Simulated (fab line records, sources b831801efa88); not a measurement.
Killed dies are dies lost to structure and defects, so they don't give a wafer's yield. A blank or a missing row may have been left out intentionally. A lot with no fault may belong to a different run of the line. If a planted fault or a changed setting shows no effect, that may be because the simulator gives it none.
Which tool did it? | flow gf180mcu | 11 lots, 33 wafers sampled, at 3 steps of a route of 602

WHAT EACH GAUGE READ, for each wafer
GF_M2_RS_MEAS_05: measurement is done with a four-point probe.
lot  | measured     | on           | M2_ALCU_RS (ohm/sq)
L335 | day 18 10:25 | filmMetro-02 | 0.0715 0.0708 0.0705
L337 | day 19 10:25 | filmMetro-02 | 0.0703 0.0703 0.0700
L339 | day 20 04:38 | filmMetro-04 | 0.0702 0.0695 0.0698
L340 | day 20 14:44 | filmMetro-04 | 0.0690 0.0694 0.0698
L343 | day 21 21:42 | filmMetro-04 | 0.0686 0.0693 0.0692
L344 | day 22 05:18 | filmMetro-02 | 0.0701 0.0695 0.0700
L351 | day 24 09:57 | filmMetro-04 | 0.0697 0.0695 0.0692
L352 | day 24 19:08 | filmMetro-02 | 0.0703 0.0700 0.0705
L354 | day 25 11:59 | filmMetro-02 | 0.0703 0.0702 0.0703
L355 | day 25 14:20 | filmMetro-04 | 0.0696 0.0698 0.0708
L356 | day 25 21:50 | filmMetro-02 | 0.0691 0.0690 0.0692

GF_V2_THK_MEAS_03.
lot  | measured     | on           | V2_CVD_02_THK (nm)
L335 | day 19 11:11 | filmMetro-02 | 847 857 847
L337 | day 20 11:29 | filmMetro-02 | 847 852 862
L339 | day 21 05:02 | filmMetro-02 | 840 841 865
L340 | day 21 16:17 | filmMetro-01 | 862 874 823 861 874 824
L343 | day 22 21:16 | filmMetro-02 | 852 865 822 853 865 821
L344 | day 23 05:26 | filmMetro-03 | 853 855 863
L351 | day 25 08:16 | filmMetro-03 | 843 850 846
L352 | day 25 17:24 | filmMetro-03 | 848 845 855
L354 | day 26 10:11 | filmMetro-02 | 850 844 862
L355 | day 26 11:50 | filmMetro-03 | 841 828 843
L356 | day 26 20:08 | filmMetro-02 | 845 866 867

WHAT TOOL EACH LOT RAN ON (gives the tool, then ch and the chambers of the sampled wafers, and finally the start)
lot  | GF_V2_CVD_02
L335 | pecvd-01 ch 0,1,2, day 19 11:07
L337 | pecvd-03 ch 0,1,2, day 20 11:25
L339 | pecvd-02 ch 1,2, day 21 04:58
L340 | pecvd-02 ch 0,1,2, day 21 16:14
L343 | pecvd-02 ch 0,1,2, day 22 21:11
L344 | pecvd-03 ch 0,1, day 23 05:22
L351 | pecvd-02 ch 0,2, day 25 08:11
L352 | pecvd-02 ch 0,1, day 25 17:20
L354 | pecvd-02 ch 0,1,2, day 26 10:05
L355 | pecvd-03 ch 1,2, day 26 11:46
L356 | pecvd-01 ch 0,1,2, day 26 20:04
- GF_V2_CVD_02: deposits SiO2 from TEOS, target thk 850 nm, time 94.851 s.

WHAT THE TOOLS THEMSELVES READ (means of the sampled wafers that have a number; where no wafer has one, the mark that the record gives instead)
GF_V2_CVD_02.
lot  | tool     | heaterPowerW (W) | rfFwdPowerW (W)
L335 | pecvd-01 | 775              | 596.5
L337 | pecvd-03 | 653              | 595.5
L339 | pecvd-02 | 688              | 596.6
L340 | pecvd-02 | 729              | 563.1
L343 | pecvd-02 | 726              | 565.1
L344 | pecvd-03 | 673              | 596.7
L351 | pecvd-02 | 722              | 593.8
L352 | pecvd-02 | 699              | 598.6
L354 | pecvd-02 | 746              | 596.7
L355 | pecvd-03 | 703              | 596.4
L356 | pecvd-01 | 751              | 597.4

THE ANSWER, worked out from the rows above alone
Rule: the usual values come from the lots themselves. Put in order of their means at a reading, lots are off if they are a third of the lots or fewer, leave a main group of 4 or more, and stand apart from it by a gap of 3 or more times the standard deviation of the main group's means; of several such gaps the widest counts. Not used: any main group whose means are identical at the precision the tables above print for the reading. Also off: a lot with no number at a reading for which 4 or more lots have one. Any other lot the step has rows for is counted as sound. First the gauges in route order, then the tools' own readings, where a lot's mean is used as printed above. At the first step where some lot is off, the reading lying furthest off is the one used; lots without a number count as furthest.
Off at GF_V2_CVD_02 (rfFwdPowerW): L340, L343. Mean 596.5 W and standard deviation 1.2 in the main group.
If a tool, at that step or one of the process steps before it, ran each lot that is off and ran no sound lot following the first of them, it fits. Not one of the candidates tried fits.

WHAT THE SIMULATOR HAD INSERTED
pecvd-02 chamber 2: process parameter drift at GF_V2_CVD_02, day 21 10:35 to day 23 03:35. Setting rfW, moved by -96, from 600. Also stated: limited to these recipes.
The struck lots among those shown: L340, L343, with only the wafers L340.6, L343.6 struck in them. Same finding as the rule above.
